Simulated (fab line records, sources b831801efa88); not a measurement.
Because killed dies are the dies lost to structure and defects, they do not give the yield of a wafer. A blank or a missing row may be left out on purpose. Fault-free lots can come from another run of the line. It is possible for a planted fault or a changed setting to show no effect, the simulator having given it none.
The tool behind it: which one? / flow sky130 / 13 lots, 39 wafers sampled, at 4 steps of a route of 708

== WHAT THE GAUGES READ, wafer by wafer ==
SKY_LOCAL_INTERCONNECT_RS_MEAS_01: measurement is done with a four-point probe. Usual: LOCAL_INTERCONNECT_TIN_RS 14.59 ohm/sq, standard deviation 0.13.
lot=L362; measured=day 29 10:49; on=filmMetro-01; LOCAL_INTERCONNECT_TIN_RS (ohm/sq)=14.61 14.63 14.58; flag=
lot=L364; measured=day 29 23:52; on=filmMetro-02; LOCAL_INTERCONNECT_TIN_RS (ohm/sq)=14.73 14.74 14.60; flag=
lot=L365; measured=day 30 04:28; on=filmMetro-01; LOCAL_INTERCONNECT_TIN_RS (ohm/sq)=14.64 14.69 14.69; flag=
lot=L366; measured=day 31 12:50; on=filmMetro-04; LOCAL_INTERCONNECT_TIN_RS (ohm/sq)=14.47 14.55 14.66; flag=
lot=L367; measured=day 31 13:12; on=filmMetro-01; LOCAL_INTERCONNECT_TIN_RS (ohm/sq)=14.49 14.36 14.56; flag=
lot=L370; measured=day 31 22:35; on=filmMetro-02; LOCAL_INTERCONNECT_TIN_RS (ohm/sq)=14.60 14.57 14.55; flag=
lot=L375; measured=day 33 20:17; on=filmMetro-04; LOCAL_INTERCONNECT_TIN_RS (ohm/sq)=14.55 14.59 14.72; flag=
lot=L377; measured=day 34 05:52; on=filmMetro-02; LOCAL_INTERCONNECT_TIN_RS (ohm/sq)=14.61 14.63 14.57; flag=
lot=L378; measured=day 34 13:25; on=filmMetro-04; LOCAL_INTERCONNECT_TIN_RS (ohm/sq)=14.60 14.67 14.63; flag=
lot=L380; measured=day 34 20:32; on=filmMetro-04; LOCAL_INTERCONNECT_TIN_RS (ohm/sq)=14.45 14.42 14.56; flag=
lot=L381; measured=day 35 22:28; on=filmMetro-02; LOCAL_INTERCONNECT_TIN_RS (ohm/sq)=14.58 14.59 14.58; flag=
lot=L383; measured=day 36 00:34; on=filmMetro-01; LOCAL_INTERCONNECT_TIN_RS (ohm/sq)=14.26 14.43 14.36; flag=
lot=L385; measured=day 36 13:53; on=filmMetro-04; LOCAL_INTERCONNECT_TIN_RS (ohm/sq)=14.56 14.39 14.61; flag=

SKY_METAL1_OVL_MEAS_16. Usual: METAL1_OVL -1 nm, standard deviation 4.5.
lot=L362; measured=day 33 01:43; on=overlay-01; METAL1_OVL (nm)=0 -3 -1; flag=
lot=L364; measured=day 33 14:11; on=overlay-01; METAL1_OVL (nm)=-3 -4 -2; flag=
lot=L365; measured=day 33 20:05; on=overlay-02; METAL1_OVL (nm)=0 2 4; flag=
lot=L366; measured=day 35 01:00; on=overlay-01; METAL1_OVL (nm)=6 6 5; flag=
lot=L367; measured=day 35 03:01; on=overlay-01; METAL1_OVL (nm)=-4 -5 -6; flag=
lot=L370; measured=day 35 11:00; on=overlay-01; METAL1_OVL (nm)=0 4 3; flag=
lot=L375; measured=day 37 05:53; on=overlay-02; METAL1_OVL (nm)=-3 2 4; flag=
lot=L377; measured=day 37 15:38; on=overlay-01; METAL1_OVL (nm)=2 6 -2; flag=
lot=L378; measured=day 37 23:18; on=overlay-02; METAL1_OVL (nm)=-2 -1 -2; flag=
lot=L380; measured=day 38 05:15; on=overlay-01; METAL1_OVL (nm)=-6 6 2; flag=
lot=L381; measured=day 39 05:34; on=overlay-01; METAL1_OVL (nm)=-7 -8 -15; flag=
lot=L383; measured=day 39 09:27; on=overlay-01; METAL1_OVL (nm)=-9 -11 -6; flag=
lot=L385; measured=day 39 21:44; on=overlay-01; METAL1_OVL (nm)=3 -3 -2; flag=

SKY_VIA1_BOW_MEAS_03. Usual: VIA1_BOW 81 um, standard deviation 7.5.
lot=L362; measured=day 33 02:59; on=filmMetro-02; VIA1_BOW (um)=82 88 80; flag=
lot=L364; measured=day 33 15:31; on=filmMetro-02; VIA1_BOW (um)=87 74 72; flag=
lot=L365; measured=day 33 21:24; on=filmMetro-01; VIA1_BOW (um)=75 81 87; flag=
lot=L366; measured=day 35 02:19; on=filmMetro-03; VIA1_BOW (um)=91 85 76; flag=
lot=L367; measured=day 35 04:20; on=filmMetro-01; VIA1_BOW (um)=74 85 81; flag=
lot=L370; measured=day 35 12:29; on=filmMetro-01; VIA1_BOW (um)=84 77 86; flag=
lot=L375; measured=day 37 07:10; on=filmMetro-03; VIA1_BOW (um)=84 69 77; flag=
lot=L377; measured=day 37 16:55; on=filmMetro-02; VIA1_BOW (um)=84 78 85; flag=
lot=L378; measured=day 38 00:37; on=filmMetro-02; VIA1_BOW (um)=71 73 70; flag=
lot=L380; measured=day 38 06:34; on=filmMetro-03; VIA1_BOW (um)=84 76 86; flag=
lot=L381; measured=day 39 07:12; on=filmMetro-02; VIA1_BOW (um)=92 86 79; flag=
lot=L383; measured=day 39 10:47; on=filmMetro-01; VIA1_BOW (um)=82 72 75; flag=
lot=L385; measured=day 39 23:02; on=filmMetro-01; VIA1_BOW (um)=86 97 88; flag=

== WHICH TOOL RAN EACH LOT (tool, then ch and the chambers of the sampled wafers, then the start) ==
lot=L362; SKY_METAL1_DEVELOP_14=lithoTrack-02 ch 0, day 33 01:00
lot=L364; SKY_METAL1_DEVELOP_14=lithoTrack-01 ch 0, day 33 13:00
lot=L365; SKY_METAL1_DEVELOP_14=lithoTrack-04 ch 0, day 33 19:00
lot=L366; SKY_METAL1_DEVELOP_14=lithoTrack-01 ch 0, day 35 00:00
lot=L367; SKY_METAL1_DEVELOP_14=lithoTrack-02 ch 0, day 35 02:00
lot=L370; SKY_METAL1_DEVELOP_14=lithoTrack-04 ch 0, day 35 10:00
lot=L375; SKY_METAL1_DEVELOP_14=lithoTrack-04 ch 0, day 37 05:00
lot=L377; SKY_METAL1_DEVELOP_14=lithoTrack-04 ch 0, day 37 15:00
lot=L378; SKY_METAL1_DEVELOP_14=lithoTrack-01 ch 0, day 37 23:00
lot=L380; SKY_METAL1_DEVELOP_14=lithoTrack-01 ch 0, day 38 05:00
lot=L381; SKY_METAL1_DEVELOP_14=lithoTrack-02 ch 0, day 39 05:00
lot=L383; SKY_METAL1_DEVELOP_14=lithoTrack-01 ch 0, day 39 09:00
lot=L385; SKY_METAL1_DEVELOP_14=lithoTrack-01 ch 0, day 39 21:00
- SKY_METAL1_DEVELOP_14: develop time 60 s.

== WHAT THE TOOLS THEMSELVES READ (means of the sampled wafers that have a number; where no wafer has one, the mark that the record gives instead) ==
SKY_METAL1_DEVELOP_14. Usual: 20.98 C for developerTempC, sd 0.097.
lot=L362; tool=lithoTrack-02; developerTempC (C)=20.92; flag=
lot=L364; tool=lithoTrack-01; developerTempC (C)=21.01; flag=
lot=L365; tool=lithoTrack-04; developerTempC (C)=21.08; flag=
lot=L366; tool=lithoTrack-01; developerTempC (C)=20.98; flag=
lot=L367; tool=lithoTrack-02; developerTempC (C)=21.02; flag=
lot=L370; tool=lithoTrack-04; developerTempC (C)=20.99; flag=
lot=L375; tool=lithoTrack-04; developerTempC (C)=20.38; flag=OFF
lot=L377; tool=lithoTrack-04; developerTempC (C)=20.26; flag=OFF
lot=L378; tool=lithoTrack-01; developerTempC (C)=20.99; flag=
lot=L380; tool=lithoTrack-01; developerTempC (C)=21.07; flag=
lot=L381; tool=lithoTrack-02; developerTempC (C)=21.02; flag=
lot=L383; tool=lithoTrack-01; developerTempC (C)=20.81; flag=
lot=L385; tool=lithoTrack-01; developerTempC (C)=21.00; flag=

== THE ANSWER, worked out from the rows above alone ==
Rule: take the mean of a lot's wafers that have a number; if it is more than 3 standard deviations from the usual mean, the lot is off. Also off: a lot with no number at a reading for which 4 or more lots have one. Any other lot the step has rows for is counted as sound. After the gauges, taken in route order, come the tools' own readings; for these a lot's mean is taken, as printed above. The first step at which some lot is off is used, and at that step the reading that is off furthest; a lot without a number counts as furthest.
Off at SKY_METAL1_DEVELOP_14 (developerTempC): L375, L377.
A tool fits if, at that step or a process step before it, it ran every lot that is off, and no sound lot after the first of them. One fits: lithoTrack-04 at SKY_METAL1_DEVELOP_14. Its last sound lot is L370 (day 35 10:00), its first lot that is off L375 (day 37 05:00): a fault that began between those two fits.
On the lots that are off, the tool's own readings at SKY_METAL1_DEVELOP_14 differ by more than 5 times the standard deviation of the sound lots' means, which bears it out; developerTempC reads 20.32 C there versus 20.99 C on the sound lots.

== WHAT WAS PUT IN BY THE SIMULATOR ==
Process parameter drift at SKY_METAL1_DEVELOP_14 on lithoTrack-04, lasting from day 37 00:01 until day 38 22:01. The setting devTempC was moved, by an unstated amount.
Struck lots among those shown: L375, L377. Same finding as the rule above.
